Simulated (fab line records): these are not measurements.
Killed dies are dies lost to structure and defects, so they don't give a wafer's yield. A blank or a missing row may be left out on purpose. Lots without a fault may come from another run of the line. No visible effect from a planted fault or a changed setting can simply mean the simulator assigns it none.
Matching of chambers / flow sky130 / cmp-02 running SKY_LI_CONTACT_CMP_02: 4 sister chambers
The step polishes PSG. 16 wafers are shown with their chamber, then 8 later ones without.

## WAFERS WITH THEIR CHAMBER
wafer=L517.1; chamber=1; motorCurrentA (A)=12.2; timeToEndpointS (s)=34.8
wafer=L517.3; chamber=3; motorCurrentA (A)=13.1; timeToEndpointS (s)=35.1
wafer=L517.5; chamber=3; motorCurrentA (A)=12.8; timeToEndpointS (s)=34.1
wafer=L520.2; chamber=3; motorCurrentA (A)=12.7; timeToEndpointS (s)=35.3
wafer=L520.3; chamber=1; motorCurrentA (A)=12.3; timeToEndpointS (s)=33.2
wafer=L520.5; chamber=0; motorCurrentA (A)=14.1; timeToEndpointS (s)=29.4
wafer=L522.1; chamber=3; motorCurrentA (A)=13.5; timeToEndpointS (s)=38.2
wafer=L522.2; chamber=2; motorCurrentA (A)=12.0; timeToEndpointS (s)=30.9
wafer=L522.4; chamber=1; motorCurrentA (A)=12.5; timeToEndpointS (s)=35.6
wafer=L528.1; chamber=0; motorCurrentA (A)=13.2; timeToEndpointS (s)=31.9
wafer=L528.3; chamber=3; motorCurrentA (A)=14.1; timeToEndpointS (s)=32.6
wafer=L528.5; chamber=2; motorCurrentA (A)=11.6; timeToEndpointS (s)=33.6
wafer=L530.4; chamber=3; motorCurrentA (A)=13.3; timeToEndpointS (s)=31.2
wafer=L530.5; chamber=0; motorCurrentA (A)=13.6; timeToEndpointS (s)=31.3
wafer=L530.6; chamber=3; motorCurrentA (A)=13.1; timeToEndpointS (s)=34.0
wafer=L535.3; chamber=0; motorCurrentA (A)=13.0; timeToEndpointS (s)=32.3

SIGNATURES (averages over the wafers above)
reading=motorCurrentA; chamber 0=13.475; chamber 1=12.333; chamber 2=11.800; chamber 3=13.229; scatter within a chamber=0.425
reading=timeToEndpointS; chamber 0=31.225; chamber 1=34.533; chamber 2=32.250; chamber 3=34.357; scatter within a chamber=1.85
Rule: for each reading, subtract the chamber's mean from the wafer's reading, divide by that reading's scatter and square the result; add these up over the readings and take the root, which gives the wafer's distance from the chamber. If the next closest chamber is less than 2 further off than the closest, the wafer can't be placed; otherwise it belongs to the closest. The scatter: take each reading less its chamber's mean, square it, sum over the shown wafers, divide by the number of wafers less the number of chambers, and take the root.

## WAFERS MISSING THEIR CHAMBER
wafer=L535.4; motorCurrentA (A)=13.3; timeToEndpointS (s)=35.2
wafer=L535.5; motorCurrentA (A)=13.6; timeToEndpointS (s)=33.8
wafer=L539.1; motorCurrentA (A)=13.4; timeToEndpointS (s)=37.9
wafer=L539.5; motorCurrentA (A)=12.0; timeToEndpointS (s)=31.5
wafer=L539.6; motorCurrentA (A)=13.1; timeToEndpointS (s)=38.6
wafer=L540.3; motorCurrentA (A)=11.7; timeToEndpointS (s)=31.4
wafer=L540.4; motorCurrentA (A)=13.1; timeToEndpointS (s)=35.3
wafer=L540.5; motorCurrentA (A)=13.8; timeToEndpointS (s)=30.2

## EACH ONE'S CHAMBER
wafer=L535.4; from the rows above=can't be placed: 3 or 0 or 1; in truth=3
wafer=L535.5; from the rows above=can't be placed: 3 or 0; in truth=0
wafer=L539.1; from the rows above=can't be placed: 3 or 1 or 0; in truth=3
wafer=L539.5; from the rows above=can't be placed: 2 or 1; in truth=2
wafer=L539.6; from the rows above=can't be placed: 3 or 1 or 0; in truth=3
wafer=L540.3; from the rows above=can't be placed: 2 or 1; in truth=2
wafer=L540.4; from the rows above=can't be placed: 3 or 1 or 0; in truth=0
wafer=L540.5; from the rows above=can't be placed: 0 or 3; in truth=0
Correct placement for 0 of the 8. Not placeable from these rows: 8 (in 8, the candidates include the true chamber). Number placed wrongly: 0.
